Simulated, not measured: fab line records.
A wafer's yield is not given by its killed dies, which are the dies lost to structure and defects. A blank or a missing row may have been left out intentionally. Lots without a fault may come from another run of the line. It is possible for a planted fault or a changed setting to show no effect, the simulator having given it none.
Which tool was responsible? + flow sky130 + Sampling: 14 lots, 42 wafers, 4 of 708 route steps

## WHAT THE GAUGES SHOWED, per wafer
SKY_VT_ADJUST_LVTN_OVL_MEAS_07.
| lot  | measured     | on         | VT_ADJUST_LVTN_OVL (nm) |
|------|--------------|------------|-------------------------|
| L435 | day 7 08:07  | overlay-02 | -2.2 -0.3 0.0           |
| L436 | day 7 12:28  | overlay-01 | -1.6 -2.1 -0.9          |
| L442 | day 9 08:30  | overlay-02 | -1.6 -1.1 -1.1          |
| L445 | day 10 04:16 | overlay-02 | -2.4 -0.9 -0.2          |
| L446 | day 10 09:13 | overlay-01 | -3.0 -1.9 -2.0          |
| L447 | day 10 15:03 | overlay-01 | -1.3 -2.5 -4.0          |
| L448 | day 10 22:34 | overlay-01 | -0.6 -2.2 -0.9          |
| L449 | day 11 15:58 | overlay-02 | -0.1 -0.5 0.2           |
| L450 | day 11 21:57 | overlay-02 | -0.9 -1.7 -0.7          |
| L451 | day 12 01:25 | overlay-01 | 0.0 -1.7 -1.8           |
| L452 | day 12 05:41 | overlay-02 | -0.4 -1.6 0.4           |
| L453 | day 12 09:10 | overlay-01 | -0.6 -0.3 0.9           |
| L455 | day 12 23:55 | overlay-01 | -0.2 -0.6 -1.1          |
| L456 | day 13 06:23 | overlay-02 | -1.1 -2.1 -0.5          |

SKY_VT_ADJUST_HVTR_OVL_MEAS_08.
| lot  | measured     | on         | VT_ADJUST_HVTR_OVL (nm) |
|------|--------------|------------|-------------------------|
| L435 | day 9 23:00  | overlay-01 | 2.4 2.2 3.7             |
| L436 | day 10 04:39 | overlay-01 | -0.1 0.0 1.6            |
| L442 | day 12 06:55 | overlay-01 | -1.0 2.3 -0.2           |
| L445 | day 13 03:15 | overlay-01 | -0.4 1.2 0.9            |
| L446 | day 13 07:52 | overlay-02 | -1.2 -1.5 2.2           |
| L447 | day 13 13:53 | overlay-01 | 3.2 2.5 3.2             |
| L448 | day 13 22:54 | overlay-01 | 2.5 3.3 1.9             |
| L449 | day 14 18:47 | overlay-02 | -1.1 1.4 -0.2           |
| L450 | day 15 00:35 | overlay-01 | 0.7 0.4 1.6             |
| L451 | day 15 04:17 | overlay-02 | 2.8 3.2 2.4             |
| L452 | day 15 08:11 | overlay-01 | 1.2 -3.8 -1.7           |
| L453 | day 15 12:03 | overlay-01 | -1.8 -1.5 -1.1          |
| L455 | day 16 06:28 | overlay-01 | 1.1 3.1 0.1             |
| L456 | day 16 12:58 | overlay-01 | 0.8 1.0 0.3             |

## WHAT TOOL EACH LOT RAN ON (gives the tool, then ch and the chambers of the sampled wafers, and finally the start)
| lot  | SKY_VT_ADJUST_HVTP_DEVELOP_06     | SKY_VT_ADJUST_LVTN_STRIP_09          |
|------|-----------------------------------|--------------------------------------|
| L435 | litho track-03 ch 0, day 6 12:28  | plasma asher-01 ch 0,1, day 7 08:19  |
| L436 | litho track-03 ch 0, day 6 17:07  | plasma asher-04 ch 0,1, day 7 12:40  |
| L442 | litho track-01 ch 0, day 8 10:27  | plasma asher-01 ch 0,1, day 9 08:41  |
| L445 | litho track-03, day 9 05:40       | plasma asher-01 ch 0,1, day 10 04:28 |
| L446 | litho track-01, day 9 10:21       | plasma asher-03 ch 0,1, day 10 09:25 |
| L447 | litho track-01 ch 0, day 9 16:39  | plasma asher-01 ch 0,1, day 10 15:14 |
| L448 | litho track-03 ch 0, day 9 23:01  | plasma asher-03 ch 0,1, day 10 22:49 |
| L449 | litho track-03 ch 0, day 10 16:22 | plasma asher-03 ch 0,1, day 11 16:10 |
| L450 | litho track-03 ch 0, day 10 22:16 | plasma asher-04 ch 0,1, day 11 22:08 |
| L451 | litho track-02 ch 0, day 11 01:33 | plasma asher-04 ch 0,1, day 12 01:37 |
| L452 | litho track-03 ch 0, day 11 05:47 | plasma asher-01 ch 0,1, day 12 05:52 |
| L453 | litho track-02 ch 0, day 11 09:07 | plasma asher-01 ch 0,1, day 12 09:22 |
| L455 | litho track-02 ch 0, day 11 23:21 | plasma asher-03 ch 0,1, day 13 00:07 |
| L456 | litho track-01 ch 0, day 12 06:05 | plasma asher-01 ch 0,1, day 13 06:34 |
- SKY_VT_ADJUST_HVTP_DEVELOP_06: develop time 60 s.
- SKY_VT_ADJUST_LVTN_STRIP_09: strips in O2/N2.

## AS READ BY THE TOOLS THEMSELVES (means over the sampled wafers that have a number; for cases with no such wafer, the mark the record gives instead)
SKY_VT_ADJUST_HVTP_DEVELOP_06.
| lot  | tool           | chill plate temp C (C) |
|------|----------------|------------------------|
| L435 | litho track-03 | 23.02                  |
| L436 | litho track-03 | 23.11                  |
| L442 | litho track-01 | 23.02                  |
| L445 | litho track-03 | -                      |
| L446 | litho track-01 | -                      |
| L447 | litho track-01 | 23.02                  |
| L448 | litho track-03 | 22.95                  |
| L449 | litho track-03 | 23.12                  |
| L450 | litho track-03 | 23.13                  |
| L451 | litho track-02 | 23.10                  |
| L452 | litho track-03 | 23.05                  |
| L453 | litho track-02 | 22.99                  |
| L455 | litho track-02 | 22.97                  |
| L456 | litho track-01 | 22.95                  |

SKY_VT_ADJUST_LVTN_STRIP_09.
| lot  | tool            | drypump motor current A (A) | n2 flow sccm (sccm) | oes product au (a.u.) | strip time to endpoint s (s) |
|------|-----------------|-----------------------------|---------------------|-----------------------|------------------------------|
| L435 | plasma asher-01 | 5.3                         | 301.0               | 0.719                 | 37.08                        |
| L436 | plasma asher-04 | 5.8                         | 299.5               | 0.720                 | 36.87                        |
| L442 | plasma asher-01 | 5.4                         | 299.7               | 0.727                 | 37.11                        |
| L445 | plasma asher-01 | 5.4                         | 300.6               | 0.721                 | 36.95                        |
| L446 | plasma asher-03 | 6.2                         | 300.4               | 0.725                 | 37.00                        |
| L447 | plasma asher-01 | 5.4                         | 300.7               | 0.716                 | 37.00                        |
| L448 | plasma asher-03 | 6.2                         | 299.5               | 0.722                 | 37.03                        |
| L449 | plasma asher-03 | 6.2                         | 300.0               | 0.721                 | 37.01                        |
| L450 | plasma asher-04 | 5.9                         | 301.2               | 0.722                 | 36.99                        |
| L451 | plasma asher-04 | 5.9                         | 300.6               | 0.717                 | 36.97                        |
| L452 | plasma asher-01 | 5.4                         | 299.7               | 0.721                 | 37.00                        |
| L453 | plasma asher-01 | 5.4                         | 299.1               | 0.725                 | 36.97                        |
| L455 | plasma asher-03 | 6.2                         | 300.2               | 0.719                 | 36.87                        |
| L456 | plasma asher-01 | 5.4                         | 299.7               | 0.721                 | 36.95                        |

## THE ANSWER, worked out from the rows above alone
Rule: the lots themselves supply what counts as usual. The widest of any qualifying gaps counts: lots, ordered by their means at a reading, are off when they make up no more than a third of the lots, leave a main group of 4 or more, and stand apart from it by 3 or more times the standard deviation of that group's means. A main group is skipped when, at the precision printed for the reading in the tables above, its means are all equal. Also off: a lot with no number at a reading for which 4 or more lots have one. The other lots that the step has rows for count as sound. Order of review: gauges by route order, followed by the tools' own readings, for which a lot's mean as printed above is used. The first step at which some lot is off is used, and at that step the reading that is off furthest; a lot without a number counts as furthest.
Off: L445, L446 (SKY_VT_ADJUST_HVTP_DEVELOP_06, chill plate temp C). Without a number there: L445, L446. The main group: mean 23.04 C, standard deviation 0.063.
A tool fits if, at that step or a process step before it, it ran every lot that is off, and no sound lot after the first of them. Not one of the candidates tried fits.

## WHAT THE SIMULATOR HAD INSERTED
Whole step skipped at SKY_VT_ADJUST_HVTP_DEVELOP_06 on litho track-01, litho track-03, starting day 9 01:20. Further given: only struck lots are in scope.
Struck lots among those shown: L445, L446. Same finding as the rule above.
